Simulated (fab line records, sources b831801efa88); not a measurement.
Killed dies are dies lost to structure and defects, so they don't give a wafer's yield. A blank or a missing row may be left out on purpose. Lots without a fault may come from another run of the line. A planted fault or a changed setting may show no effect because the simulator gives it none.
A sampling plan put to the test | flow sky130 | one fab line, 54 faults that these records tell of, each judged on the records of the lots that it struck; 1 more is left out, because the records don't allow judging it
The plan is the line's own looks: the steps of the route at which a gauge or an inspection reads the wafer and doesn't change it. A look can be judged if struck wafers have a number there and the file gives its usual mean and standard deviation on fault-free wafers. Caught: at a look after the fault's first step, the mean of the struck wafers lies 4 or more of those standard deviations (sigma) from the usual mean. On the tool: the same test on the tool's own readings at the fault's steps. Another recipe on the struck wafers, or a record that is blank for them alone, also counts as caught.

THE FAULTS, as the simulator had put them in
1. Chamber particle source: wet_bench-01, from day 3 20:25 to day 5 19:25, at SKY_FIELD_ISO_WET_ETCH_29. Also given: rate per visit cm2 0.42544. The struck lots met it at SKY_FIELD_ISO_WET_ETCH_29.
2. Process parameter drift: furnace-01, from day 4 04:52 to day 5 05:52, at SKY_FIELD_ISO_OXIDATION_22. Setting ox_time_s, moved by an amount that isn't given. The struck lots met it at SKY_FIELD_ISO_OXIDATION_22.
3. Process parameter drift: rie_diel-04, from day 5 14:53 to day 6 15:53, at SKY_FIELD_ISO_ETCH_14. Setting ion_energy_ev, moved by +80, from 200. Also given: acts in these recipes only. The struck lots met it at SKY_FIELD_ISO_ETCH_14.
4. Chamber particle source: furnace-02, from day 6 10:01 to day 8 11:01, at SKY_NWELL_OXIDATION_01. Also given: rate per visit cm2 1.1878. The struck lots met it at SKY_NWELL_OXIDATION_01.
5. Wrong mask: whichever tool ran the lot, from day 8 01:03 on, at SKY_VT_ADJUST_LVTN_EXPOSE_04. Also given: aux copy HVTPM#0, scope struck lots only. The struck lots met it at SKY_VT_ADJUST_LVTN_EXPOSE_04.
6. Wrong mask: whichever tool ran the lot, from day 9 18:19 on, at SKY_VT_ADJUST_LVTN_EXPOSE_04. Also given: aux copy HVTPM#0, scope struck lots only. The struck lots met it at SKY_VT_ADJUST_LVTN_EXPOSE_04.
7. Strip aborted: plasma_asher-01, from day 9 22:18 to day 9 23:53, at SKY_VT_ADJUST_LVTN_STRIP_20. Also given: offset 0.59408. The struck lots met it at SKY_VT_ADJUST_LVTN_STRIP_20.
8. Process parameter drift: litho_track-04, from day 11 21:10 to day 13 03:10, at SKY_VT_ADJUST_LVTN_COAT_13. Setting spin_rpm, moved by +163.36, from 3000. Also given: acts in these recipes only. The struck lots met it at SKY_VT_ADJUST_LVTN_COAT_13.
9. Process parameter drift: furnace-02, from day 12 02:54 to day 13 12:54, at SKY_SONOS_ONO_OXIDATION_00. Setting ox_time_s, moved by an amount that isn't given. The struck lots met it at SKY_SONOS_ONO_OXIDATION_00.
10. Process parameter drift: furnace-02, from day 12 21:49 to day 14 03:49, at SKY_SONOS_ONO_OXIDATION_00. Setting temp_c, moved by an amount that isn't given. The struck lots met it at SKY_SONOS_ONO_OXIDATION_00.
11. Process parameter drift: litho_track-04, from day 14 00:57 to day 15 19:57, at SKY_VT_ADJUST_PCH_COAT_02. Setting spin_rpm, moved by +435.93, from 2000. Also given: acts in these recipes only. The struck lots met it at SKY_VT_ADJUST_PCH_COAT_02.
12. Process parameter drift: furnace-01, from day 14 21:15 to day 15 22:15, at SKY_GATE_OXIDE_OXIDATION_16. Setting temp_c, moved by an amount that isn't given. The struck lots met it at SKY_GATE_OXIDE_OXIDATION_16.
13. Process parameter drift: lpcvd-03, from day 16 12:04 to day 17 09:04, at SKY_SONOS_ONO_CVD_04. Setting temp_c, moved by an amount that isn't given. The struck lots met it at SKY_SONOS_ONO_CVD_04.
14. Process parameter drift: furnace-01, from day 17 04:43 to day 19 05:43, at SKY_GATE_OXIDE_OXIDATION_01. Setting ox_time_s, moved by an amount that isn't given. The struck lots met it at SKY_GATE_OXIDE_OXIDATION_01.
15. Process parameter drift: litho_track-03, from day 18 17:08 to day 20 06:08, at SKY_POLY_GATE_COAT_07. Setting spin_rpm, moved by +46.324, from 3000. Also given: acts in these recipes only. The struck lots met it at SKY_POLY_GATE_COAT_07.
16. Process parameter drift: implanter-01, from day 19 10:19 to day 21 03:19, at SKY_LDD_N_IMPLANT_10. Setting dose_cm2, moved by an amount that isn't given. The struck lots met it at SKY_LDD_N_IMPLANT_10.
17. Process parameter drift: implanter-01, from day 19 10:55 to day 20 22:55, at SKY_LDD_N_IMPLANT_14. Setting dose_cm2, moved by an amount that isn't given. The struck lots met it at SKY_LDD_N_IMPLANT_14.
18. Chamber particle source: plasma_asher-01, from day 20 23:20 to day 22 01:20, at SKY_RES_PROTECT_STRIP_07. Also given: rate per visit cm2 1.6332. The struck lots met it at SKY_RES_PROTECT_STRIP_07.
19. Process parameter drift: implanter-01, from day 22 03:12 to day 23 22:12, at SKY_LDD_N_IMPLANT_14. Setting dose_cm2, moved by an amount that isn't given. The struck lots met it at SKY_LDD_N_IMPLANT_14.
20. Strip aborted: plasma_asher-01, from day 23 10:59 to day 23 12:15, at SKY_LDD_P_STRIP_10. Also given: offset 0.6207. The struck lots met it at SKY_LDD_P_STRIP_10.
21. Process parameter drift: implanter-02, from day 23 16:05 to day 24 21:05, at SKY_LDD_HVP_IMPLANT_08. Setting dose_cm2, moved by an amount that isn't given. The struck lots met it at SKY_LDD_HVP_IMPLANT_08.
22. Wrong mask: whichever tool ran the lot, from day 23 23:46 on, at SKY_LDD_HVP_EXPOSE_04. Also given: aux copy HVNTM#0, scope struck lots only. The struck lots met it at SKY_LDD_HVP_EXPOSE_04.
23. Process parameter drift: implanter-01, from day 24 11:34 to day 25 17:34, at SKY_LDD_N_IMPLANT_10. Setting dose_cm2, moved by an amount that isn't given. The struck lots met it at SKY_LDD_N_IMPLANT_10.
24. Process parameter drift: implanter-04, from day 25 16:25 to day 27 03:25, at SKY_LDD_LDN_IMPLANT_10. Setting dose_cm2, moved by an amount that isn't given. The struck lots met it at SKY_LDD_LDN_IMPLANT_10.
25. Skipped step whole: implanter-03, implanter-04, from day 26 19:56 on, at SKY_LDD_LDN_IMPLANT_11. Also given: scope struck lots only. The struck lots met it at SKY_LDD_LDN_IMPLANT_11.
26. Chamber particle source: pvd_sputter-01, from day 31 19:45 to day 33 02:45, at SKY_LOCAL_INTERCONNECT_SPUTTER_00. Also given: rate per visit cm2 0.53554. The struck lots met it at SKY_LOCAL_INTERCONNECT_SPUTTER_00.
27. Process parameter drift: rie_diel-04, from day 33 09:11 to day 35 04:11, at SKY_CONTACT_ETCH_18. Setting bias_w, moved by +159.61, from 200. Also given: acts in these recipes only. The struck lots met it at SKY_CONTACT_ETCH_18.
28. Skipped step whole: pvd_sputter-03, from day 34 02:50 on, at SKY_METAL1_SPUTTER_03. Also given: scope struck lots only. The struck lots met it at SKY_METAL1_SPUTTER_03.
29. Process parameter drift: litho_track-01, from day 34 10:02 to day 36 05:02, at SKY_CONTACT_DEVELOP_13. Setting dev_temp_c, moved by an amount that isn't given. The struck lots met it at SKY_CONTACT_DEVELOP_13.
30. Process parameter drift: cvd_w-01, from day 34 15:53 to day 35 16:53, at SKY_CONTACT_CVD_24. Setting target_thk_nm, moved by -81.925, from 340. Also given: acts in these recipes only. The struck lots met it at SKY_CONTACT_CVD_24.
31. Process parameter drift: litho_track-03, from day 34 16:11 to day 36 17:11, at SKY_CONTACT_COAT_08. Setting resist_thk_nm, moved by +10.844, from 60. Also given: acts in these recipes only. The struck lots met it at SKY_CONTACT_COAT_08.
32. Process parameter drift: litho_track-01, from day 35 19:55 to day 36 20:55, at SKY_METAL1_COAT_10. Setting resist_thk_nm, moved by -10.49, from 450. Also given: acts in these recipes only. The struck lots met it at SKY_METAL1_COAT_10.
33. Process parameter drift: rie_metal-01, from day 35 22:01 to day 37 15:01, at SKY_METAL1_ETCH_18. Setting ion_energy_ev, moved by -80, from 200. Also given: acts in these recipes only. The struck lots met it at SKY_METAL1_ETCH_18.
34. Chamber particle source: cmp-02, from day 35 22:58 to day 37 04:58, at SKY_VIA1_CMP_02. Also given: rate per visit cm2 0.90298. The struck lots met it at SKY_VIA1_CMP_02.
35. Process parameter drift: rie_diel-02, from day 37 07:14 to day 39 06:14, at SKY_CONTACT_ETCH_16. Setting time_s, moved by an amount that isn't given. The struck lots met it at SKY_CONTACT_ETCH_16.
36. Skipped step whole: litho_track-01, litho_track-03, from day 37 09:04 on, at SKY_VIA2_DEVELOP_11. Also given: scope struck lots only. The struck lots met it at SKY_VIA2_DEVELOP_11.
37. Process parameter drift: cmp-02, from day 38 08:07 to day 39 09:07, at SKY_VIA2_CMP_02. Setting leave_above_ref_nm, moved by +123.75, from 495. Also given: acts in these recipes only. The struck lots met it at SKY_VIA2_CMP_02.
38. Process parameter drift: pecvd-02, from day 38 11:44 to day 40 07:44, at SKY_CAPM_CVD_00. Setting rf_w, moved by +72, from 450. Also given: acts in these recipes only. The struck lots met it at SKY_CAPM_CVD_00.
39. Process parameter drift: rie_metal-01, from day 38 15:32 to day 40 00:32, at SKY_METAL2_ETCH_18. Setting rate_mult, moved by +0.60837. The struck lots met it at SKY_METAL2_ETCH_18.
40. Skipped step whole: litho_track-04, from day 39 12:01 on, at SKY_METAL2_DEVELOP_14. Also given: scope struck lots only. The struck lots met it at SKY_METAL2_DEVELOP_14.
41. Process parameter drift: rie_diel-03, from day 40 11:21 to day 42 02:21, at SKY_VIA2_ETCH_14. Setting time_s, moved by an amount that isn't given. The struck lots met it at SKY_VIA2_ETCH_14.
42. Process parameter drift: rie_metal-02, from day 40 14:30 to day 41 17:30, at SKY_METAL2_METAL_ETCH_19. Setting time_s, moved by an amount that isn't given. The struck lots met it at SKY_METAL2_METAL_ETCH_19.
43. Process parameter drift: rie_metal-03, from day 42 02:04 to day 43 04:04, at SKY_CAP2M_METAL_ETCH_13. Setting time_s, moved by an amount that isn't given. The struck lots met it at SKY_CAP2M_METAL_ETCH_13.
44. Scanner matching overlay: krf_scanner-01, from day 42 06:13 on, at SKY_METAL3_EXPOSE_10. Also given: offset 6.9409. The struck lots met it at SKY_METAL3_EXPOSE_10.
45. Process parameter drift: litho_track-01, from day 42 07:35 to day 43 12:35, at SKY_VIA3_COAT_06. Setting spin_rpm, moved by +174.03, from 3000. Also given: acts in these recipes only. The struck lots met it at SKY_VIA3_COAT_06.
46. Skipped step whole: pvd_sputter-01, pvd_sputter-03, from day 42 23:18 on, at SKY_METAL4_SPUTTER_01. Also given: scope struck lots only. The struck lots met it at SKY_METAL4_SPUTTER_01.
47. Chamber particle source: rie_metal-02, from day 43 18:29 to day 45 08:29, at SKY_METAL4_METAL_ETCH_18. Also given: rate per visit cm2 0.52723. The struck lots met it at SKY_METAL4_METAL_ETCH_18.
48. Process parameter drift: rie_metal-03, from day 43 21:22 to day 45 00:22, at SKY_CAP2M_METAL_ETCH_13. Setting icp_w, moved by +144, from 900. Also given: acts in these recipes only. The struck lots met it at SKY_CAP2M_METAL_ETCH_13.
49. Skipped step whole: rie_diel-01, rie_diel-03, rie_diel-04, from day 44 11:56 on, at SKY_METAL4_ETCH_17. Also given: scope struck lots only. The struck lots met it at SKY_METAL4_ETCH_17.
50. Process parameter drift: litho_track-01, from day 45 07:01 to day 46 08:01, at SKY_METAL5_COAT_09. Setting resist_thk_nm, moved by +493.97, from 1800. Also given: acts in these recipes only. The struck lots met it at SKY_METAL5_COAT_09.
51. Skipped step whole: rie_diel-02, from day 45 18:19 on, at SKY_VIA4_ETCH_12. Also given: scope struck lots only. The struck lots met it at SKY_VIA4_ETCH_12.
52. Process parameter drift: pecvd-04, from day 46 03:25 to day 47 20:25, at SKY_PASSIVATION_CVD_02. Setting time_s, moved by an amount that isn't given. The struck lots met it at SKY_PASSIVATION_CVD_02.
53. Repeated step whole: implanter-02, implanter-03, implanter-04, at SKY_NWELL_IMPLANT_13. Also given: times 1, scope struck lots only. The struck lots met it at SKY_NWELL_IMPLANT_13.
54. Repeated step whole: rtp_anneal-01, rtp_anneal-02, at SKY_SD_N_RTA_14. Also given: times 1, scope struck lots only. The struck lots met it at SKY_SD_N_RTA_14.

WHAT THE PLAN SAW
fault | on the tool itself                               | first look that catches it                      | reading, sigma                                                         | median hours from its first step to that look | hours from the fault's start to the first struck lot there | judged looks passed uncaught
1     | under 2 sigma                                    | not the one look that can be judged after it    | -                                                                      | -                                             | -                                                          | 1
2     | under 2 sigma                                    | SKY_FIELD_ISO_THK_MEAS_23                       | FIELD_ISO_OXIDATION_01_THK -30                                         | 1.2                                           | 6                                                          | 0
3     | under 2 sigma                                    | no look after it can be judged                  | -                                                                      | -                                             | -                                                          | 0
4     | under 2 sigma                                    | not the one look that can be judged after it    | -                                                                      | -                                             | -                                                          | 1
5     | no reading that can be judged                    | SKY_VT_ADJUST_LVTN_TW_MEAS_10                   | VT_ADJUST_LVTN_TW -99 or beyond                                        | 10.1                                          | 13                                                         | 0
6     | no reading that can be judged                    | SKY_VT_ADJUST_LVTN_TW_MEAS_10                   | VT_ADJUST_LVTN_TW -99 or beyond                                        | 11.7                                          | 15                                                         | 0
7     | oes_product_au +52 sigma                         | SKY_VT_ADJUST_NCORE_TW_MEAS_11                  | VT_ADJUST_NCORE_TW -94                                                 | 23.1                                          | 25                                                         | 0
8     | spin_speed_rpm +77 sigma                         | not the one look that can be judged after it    | -                                                                      | -                                             | -                                                          | 1
9     | under 2 sigma                                    | SKY_SONOS_ONO_THK_MEAS_01                       | SONOS_ONO_OXIDATION_THK +12                                            | 1.3                                           | 10                                                         | 0
10    | tube_center_temp_C +99 or beyond sigma           | SKY_SONOS_ONO_THK_MEAS_01                       | SONOS_ONO_OXIDATION_THK +15                                            | 1.3                                           | 11                                                         | 0
11    | spin_speed_rpm +99 or beyond sigma               | none of the 3 looks that can be judged after it | -                                                                      | -                                             | -                                                          | 3
12    | tube_center_temp_C +99 or beyond sigma           | no look after it can be judged                  | -                                                                      | -                                             | -                                                          | 0
13    | susceptor_temp_C +16 sigma                       | SKY_SONOS_ONO_THK_MEAS_05                       | SONOS_ONO_CVD_04_THK +4.9                                              | 1.3                                           | 7                                                          | 0
14    | no reading that can be judged                    | SKY_GATE_OXIDE_THK_MEAS_02                      | GATE_OXIDE_OXIDATION_00_THK -19                                        | 1.4                                           | 11                                                         | 0
15    | spin_speed_rpm +24 sigma                         | none of the 2 looks that can be judged after it | -                                                                      | -                                             | -                                                          | 2
16    | dose_ions_cm2 -90 sigma                          | no look after it can be judged                  | -                                                                      | -                                             | -                                                          | 0
17    | dose_ions_cm2 +99 or beyond sigma                | no look after it can be judged                  | -                                                                      | -                                             | -                                                          | 0
18    | under 2 sigma                                    | none of the 2 looks that can be judged after it | -                                                                      | -                                             | -                                                          | 2
19    | dose_ions_cm2 -99 or beyond sigma                | no look after it can be judged                  | -                                                                      | -                                             | -                                                          | 0
20    | oes_product_au +52 sigma                         | SKY_LDD_HVN_TW_MEAS_10                          | LDD_HVN_TW -83                                                         | 29.9                                          | 31                                                         | 0
21    | dose_ions_cm2 -99 or beyond sigma                | SKY_LDD_HVP_TW_MEAS_10                          | LDD_HVP_TW -15                                                         | 0.2                                           | 21                                                         | 0
22    | no reading that can be judged                    | SKY_LDD_HVP_TW_MEAS_10                          | LDD_HVP_TW -99 or beyond                                               | 15.0                                          | 17                                                         | 0
23    | dose_ions_cm2 +99 or beyond sigma                | SKY_LDD_N_TW_MEAS_17                            | LDD_N_TW +9.3                                                          | 1.0                                           | 2                                                          | 0
24    | dose_ions_cm2 -99 or beyond sigma                | no look after it can be judged                  | -                                                                      | -                                             | -                                                          | 0
25    | the tool's record is blank for the struck wafers | SKY_LDD_LDN_TW_MEAS_13                          | LDD_LDN_TW -6.7                                                        | 0.2                                           | 7                                                          | 0
26    | under 2 sigma                                    | no look after it can be judged                  | -                                                                      | -                                             | -                                                          | 0
27    | bias_w +99 or beyond sigma                       | no look after it can be judged                  | -                                                                      | -                                             | -                                                          | 0
28    | the tool's record is blank for the struck wafers | no look after it can be judged                  | -                                                                      | -                                             | -                                                          | 0
29    | developer_temp_C +20 sigma                       | not the one look that can be judged after it    | -                                                                      | -                                             | -                                                          | 1
30    | under 2 sigma                                    | SKY_CONTACT_RS_MEAS_25                          | CONTACT_W_RS +22                                                       | 0.1                                           | 3                                                          | 0
31    | no reading that can be judged                    | no look after it can be judged                  | -                                                                      | -                                             | -                                                          | 0
32    | no reading that can be judged                    | none of the 2 looks that can be judged after it | -                                                                      | -                                             | -                                                          | 2
33    | only faintly: oes_product_au -2.2 sigma          | no look after it can be judged                  | -                                                                      | -                                             | -                                                          | 0
34    | under 2 sigma                                    | not the one look that can be judged after it    | -                                                                      | -                                             | -                                                          | 1
35    | run_length_s +9.1 sigma                          | no look after it can be judged                  | -                                                                      | -                                             | -                                                          | 0
36    | no reading that can be judged                    | no look after it can be judged                  | -                                                                      | -                                             | -                                                          | 0
37    | under 2 sigma                                    | no look after it can be judged                  | -                                                                      | -                                             | -                                                          | 0
38    | rf_fwd_power_W +24 sigma                         | not the one look that can be judged after it    | strongest: CAPM_CVD_00_THK at SKY_CAPM_THK_MEAS_01, +3.5               | -                                             | -                                                          | 1
39    | under 2 sigma                                    | no look after it can be judged                  | -                                                                      | -                                             | -                                                          | 0
40    | no reading that can be judged                    | no look after it can be judged                  | -                                                                      | -                                             | -                                                          | 0
41    | run_length_s +30 sigma                           | no look after it can be judged                  | -                                                                      | -                                             | -                                                          | 0
42    | oes_product_au +23 sigma                         | no look after it can be judged                  | -                                                                      | -                                             | -                                                          | 0
43    | run_length_s +35 sigma                           | no look after it can be judged                  | -                                                                      | -                                             | -                                                          | 0
44    | no reading that can be judged                    | no look after it can be judged                  | -                                                                      | -                                             | -                                                          | 0
45    | spin_speed_rpm +99 or beyond sigma               | no look after it can be judged                  | -                                                                      | -                                             | -                                                          | 0
46    | the tool's record is blank for the struck wafers | no look after it can be judged                  | -                                                                      | -                                             | -                                                          | 0
47    | under 2 sigma                                    | no look after it can be judged                  | -                                                                      | -                                             | -                                                          | 0
48    | rf_fwd_power_W +41 sigma                         | no look after it can be judged                  | -                                                                      | -                                             | -                                                          | 0
49    | the tool's record is blank for the struck wafers | no look after it can be judged                  | -                                                                      | -                                             | -                                                          | 0
50    | under 2 sigma                                    | no look after it can be judged                  | -                                                                      | -                                             | -                                                          | 0
51    | the tool's record is blank for the struck wafers | no look after it can be judged                  | -                                                                      | -                                             | -                                                          | 0
52    | under 2 sigma                                    | not the one look that can be judged after it    | strongest: PASSIVATION_CVD_02_THK at SKY_PASSIVATION_THK_MEAS_03, +3.5 | -                                             | -                                                          | 1
53    | no reading that can be judged                    | SKY_NWELL_RS_MEAS_29                            | NWELL_RS -11                                                           | 22.3                                          | -                                                          | 0
54    | under 2 sigma                                    | no look after it can be judged                  | -                                                                      | -                                             | -                                                          | 0
A dash: the fault isn't caught, or these records don't give the number.

Caught at a look: 15 of 54. Caught on the tool: 28 of 54. By one or the other: 36 of 54.
Caught on the tool alone: faults 8, 11, 12, 15, 16, 17, 19, 24, 27, 28, 29, 35, 38, 41, 42, 43, 45, 46, 48, 49, 51.
Caught at a look alone: faults 2, 5, 6, 9, 14, 22, 30, 53.
Caught by neither: faults 1, 3, 4, 18, 26, 31, 32, 33, 34, 36, 37, 39, 40, 44, 47, 50, 52, 54.

THINNER SAMPLING
If the look that catches a fault measured only every second or every third lot, by lot number, the first struck lot would be measured this late in the worst case:
fault | struck lots at that look, in order of time | every lot | every second lot | every third lot
2     | L402, L404, L405                           | 6 h       | 21 h             | may miss all 3
5     | L349                                       | 13 h      | may miss it      | may miss it
6     | L723                                       | 15 h      | may miss it      | may miss it
7     | L266                                       | 25 h      | may miss it      | may miss it
9     | L871, L872, L873                           | 10 h      | 10 h             | 30 h
10    | L800, L801                                 | 11 h      | 15 h             | may miss all 2
13    | L449, L450                                 | 7 h       | 15 h             | may miss all 2
14    | L832, L833                                 | 11 h      | 22 h             | may miss all 2
20    | L999                                       | 31 h      | may miss it      | may miss it
21    | L867, L868                                 | 21 h      | 25 h             | may miss all 2
22    | L405                                       | 17 h      | may miss it      | may miss it
23    | L380, L382                                 | 2 h       | may miss all 2   | may miss all 2
25    | L880, L881, L882                           | 7 h       | 9 h              | 20 h
30    | L334, L336                                 | 3 h       | may miss all 2   | may miss all 2
Hours are from the fault's start to the first struck lot that is measured. The limit of 4 sigma was tested on all struck wafers together, so one lot alone may lie under it. Other struck lots may not be in these records.

THE LONGEST TIMED WAY FROM STEP TO LOOK
Fault 20: a median of 29.9 hours passes between SKY_LDD_P_STRIP_10 and SKY_LDD_HVN_TW_MEAS_10. No look between them can be judged.
